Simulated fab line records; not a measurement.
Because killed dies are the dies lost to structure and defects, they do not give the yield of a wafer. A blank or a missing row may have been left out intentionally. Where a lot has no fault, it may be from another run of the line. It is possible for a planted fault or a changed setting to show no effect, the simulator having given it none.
Problem report in the 8D (eight disciplines) form, filled by code | flow gf180mcu | the parts of the form that need people (team, actions taken, sign-off) are left out

== 1. THE ISSUE ==
At GF_M1_SPUTTER_04, chamberPressurePa averages 0.3016 Pa over 6 wafers from 2 lots, while fault-free wafers read 0.4000 Pa, standard deviation 0.00079. So: -99 or more standard deviations from the usual mean.
The step: material TiN, target thk 50 nm, time 41.7 s.
First seen on wafer L252.1, day 18 23:10, on pvdSputter-01. The record has a number at this step for 18 wafers belonging to 6 lots. Rule for "out" (also "out of limits"): further than 4 standard deviations from the usual mean. Any other wafer with a number is counted as sound.

== 2. WHAT THIS IS AND IS NOT ==
question                    | is                     | is not
which readings at this step | chamberPressurePa      | -
which lots                  | L252, L253             | L246, L257, L259, L266
which wafers of those lots  | all that have a number | -
read on which tools         | pvdSputter-01          | pvdSputter-03
when                        | from day 18 23:10      | up to then (3 sound wafers); but 9 sound wafers of L257, L259, L266 came after

== 3. SUSPECTS, AND WHAT RULES EACH OUT ==
Counting: a tool stays on the suspect list if, at a process step up to the reading, it processed all lots that are out and no sound lot following the first of them.
- cmp-01 at GF_CONTACT_CMP_27 (polishes, stops on SiO2, t overpolish 15 s, target thk 0 nm): ruled out as a lasting fault. After its first lot that is out, L252 (day 18 22:41), sound lots L259, L266 ran on it.
- pvdSputter-01 at GF_M1_SPUTTER_00 (material Ti, target thk 37.5 nm, time 150 s): ruled out as a lasting fault. After its first lot that is out, L252 (day 18 22:59), sound lots L259, L266 ran on it.
- pvdSputter-01 at GF_M1_SPUTTER_03 (material Ti, target thk 10 nm, time 6.7 s): ruled out as a lasting fault. After its first lot that is out, L252 (day 18 23:09), sound lots L259, L266 ran on it.
- pvdSputter-01 at GF_M1_SPUTTER_04 (material TiN, target thk 50 nm, time 41.7 s): ruled out as a lasting fault. After its first lot that is out, L252 (day 18 23:10), sound lots L259, L266 ran on it.
Left after counting: nothing in the record.

== 4. THE CAUSE (what the simulator had put in) ==
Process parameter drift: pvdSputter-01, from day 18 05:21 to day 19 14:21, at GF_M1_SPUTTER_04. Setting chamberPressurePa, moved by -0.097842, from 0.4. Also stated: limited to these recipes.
Counting ruled it out, wrongly.

== 5. SEQUENCE OF EFFECTS, ordered by route ==
Each row: a reading whose mean over the struck wafers that have a number lies more than 3 standard deviations from the usual. Only readings whose record carries a usual standard deviation are examined. hours: median over the lots of the time between each lot's start at the first step of this table that gives one and its start at this step. sigmas: the change, counted in usual standard deviations.
hours | step             | reading           | usual     | on struck wafers | change  | sigmas
0     | GF_M1_SPUTTER_04 | chamberPressurePa | 0.4000 Pa | 0.3016           | -0.0984 | -99 or more
0     | GF_M1_SPUTTER_04 | throttleValvePct  | 30.4 %    | 36.7             | +6.3    | +4.2
Its process steps:
- GF_M1_SPUTTER_04: material TiN, target thk 50 nm, time 41.7 s.
At these later measuring or inspecting steps, every struck wafer for which the step has a row has a number for every such reading, and none has moved that far: GF_M1_RS_MEAS_05, GF_M1_THK_MEAS_06, GF_M1_CD_MEAS_14, GF_M1_OVL_MEAS_15, GF_V1_THK_MEAS_01, GF_V1_THK_MEAS_03, GF_V1_BOW_MEAS_05.

== 6. HOW IT WOULD HAVE BEEN CAUGHT EARLIER ==
In this record the first reading out of limits was taken at day 18 23:10, 18 hours after the fault began at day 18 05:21.
